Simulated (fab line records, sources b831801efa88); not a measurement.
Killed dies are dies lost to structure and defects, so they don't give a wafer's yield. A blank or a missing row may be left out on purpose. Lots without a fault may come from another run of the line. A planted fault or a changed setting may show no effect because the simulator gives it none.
Chamber matching | flow gf180mcu | GF_V5_ETCH_16 on rie_diel-04: 4 sister chambers
The step etches BARC in N2/H2. 4 wafers are shown with their chamber, then 10 later ones without.

WAFERS WITH THEIR CHAMBER
wafer  | chamber | drypump_motor_current_A (A)
L079.5 | 0       | 5.0
L082.5 | 1       | 5.4
L083.1 | 2       | 5.5
L083.2 | 3       | 5.8

WAFERS WITHOUT THEIR CHAMBER
wafer  | drypump_motor_current_A (A)
L083.6 | 5.5
L087.2 | 5.3
L087.3 | 5.7
L087.4 | 5.0
L092.1 | 5.4
L092.2 | 5.5
L092.3 | 5.8
L092.4 | 5.0
L092.5 | 5.4
L092.6 | 5.0

WHICH CHAMBER EACH WENT THROUGH
wafer  | from the rows above | in truth
L083.6 | 2                   | 2
L087.2 | 1                   | 1
L087.3 | 3                   | 3
L087.4 | 0                   | 0
L092.1 | 1                   | 1
L092.2 | 2                   | 2
L092.3 | 3                   | 3
L092.4 | 0                   | 0
L092.5 | 1                   | 1
L092.6 | 0                   | 0
Placed correctly: 10 of 10. Can't be placed from these rows: 0. Placed wrongly: 0.
How it was worked out, from the rows above alone: a wafer's distance from a chamber is the root of the sum, over the readings, of the square of ((its reading less the chamber's mean) divided by the reading's scatter). The wafer belongs to the nearest chamber; if the next one is less than 2 further off, it can't be placed. A chamber's mean is the mean of its shown wafers. The scatter: with one shown wafer a chamber, the root of the mean of the squares of how far each hidden wafer lies from its nearest shown one.
